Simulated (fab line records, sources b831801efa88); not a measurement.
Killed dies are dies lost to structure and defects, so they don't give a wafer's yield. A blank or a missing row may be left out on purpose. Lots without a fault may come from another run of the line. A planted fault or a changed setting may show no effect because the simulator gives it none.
One fault seen from 2 desks | flow gf180mcu | each desk has only its own numbers; what lay behind them comes last

THE METROLOGY DESK
What the gauges read, lot by lot, whatever tool the lot ran on: means of the sampled wafers that have a number. A lot is out of limits, marked OUT, if its mean lies more than 4 standard deviations from the usual mean; the brackets give that distance.
Columns: A = HV_LDD_2_TW at GF_HV_LDD_TW_MEAS_23, usual 1057
lot  | first seen here | A
L824 | day 11 02:02    | 1073
L825 | day 11 11:25    | 1051
L830 | day 12 19:40    | 1042
L831 | day 12 22:29    | 1077
L832 | day 13 03:37    | 1033
L835 | day 14 04:52    | 788 (-17) OUT
L836 | day 14 11:38    | 1049
L839 | day 15 17:40    | 1058
L844 | day 17 06:16    | 1042
L845 | day 17 07:37    | 1076
L846 | day 18 00:59    | 1038
This desk's finding: out of limits on L835; first on L835, day 14 04:52 (HV_LDD_2_TW at GF_HV_LDD_TW_MEAS_23). In limits: L824, L825, L830, L831, L832, L836, L839, L844, L845, L846.

THE TOOL OWNER'S DESK: plasma_asher-03
The tool's own readings at GF_HV_LDD_STRIP_10 (strips in O2/N2): means of the sampled wafers that have a number, for each lot that ran on this tool. A lot is out of limits, marked OUT, if its mean lies more than 4 standard deviations from the usual mean; the brackets give that distance.
Columns: A = drypump_motor_current_A at GF_HV_LDD_STRIP_10, usual 5.7 A; B = heater_power_w at GF_HV_LDD_STRIP_10, usual 334 W; C = oes_product_au at GF_HV_LDD_STRIP_10, usual 0.716 a.u.; D = strip_time_to_endpoint_s at GF_HV_LDD_STRIP_10, usual 12.64 s
lot  | first seen here | A   | B   | C               | D
L824 | day 10 07:25    | 5.4 | 339 | 0.719           | 12.62
L830 | day 11 23:11    | 5.6 | 329 | 0.719           | 12.63
L831 | day 12 02:24    | 5.6 | 324 | 0.716           | 12.68
L832 | day 12 07:13    | 5.2 | 347 | 0.713           | 12.64
L835 | day 13 08:28    | 5.6 | 333 | 0.962 (+50) OUT | -
L844 | day 16 06:28    | 5.4 | 343 | 0.717           | 12.67
L846 | day 17 01:50    | 5.4 | 343 | 0.713           | 12.65
This desk's finding: out of limits on L835; first on L835, day 13 08:28 (oes_product_au at GF_HV_LDD_STRIP_10). In limits: L824, L830, L831, L832, L844, L846.

PUT TOGETHER
The tool owner's desk could have raised an alarm at day 13 08:28, on L835.
The metrology desk could have raised an alarm at day 14 04:52, on L835.
Of the lots named, all ran GF_HV_LDD_STRIP_10 on plasma_asher-03.

WHAT THE SIMULATOR HAD PUT IN
Strip aborted: plasma_asher-03, from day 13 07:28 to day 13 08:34, at GF_HV_LDD_STRIP_10. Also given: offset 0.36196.
Lots struck among those shown: L835.
Hours from the fault's start to each desk's first reading out of limits: the tool owner's desk, 1; the metrology desk, 21.
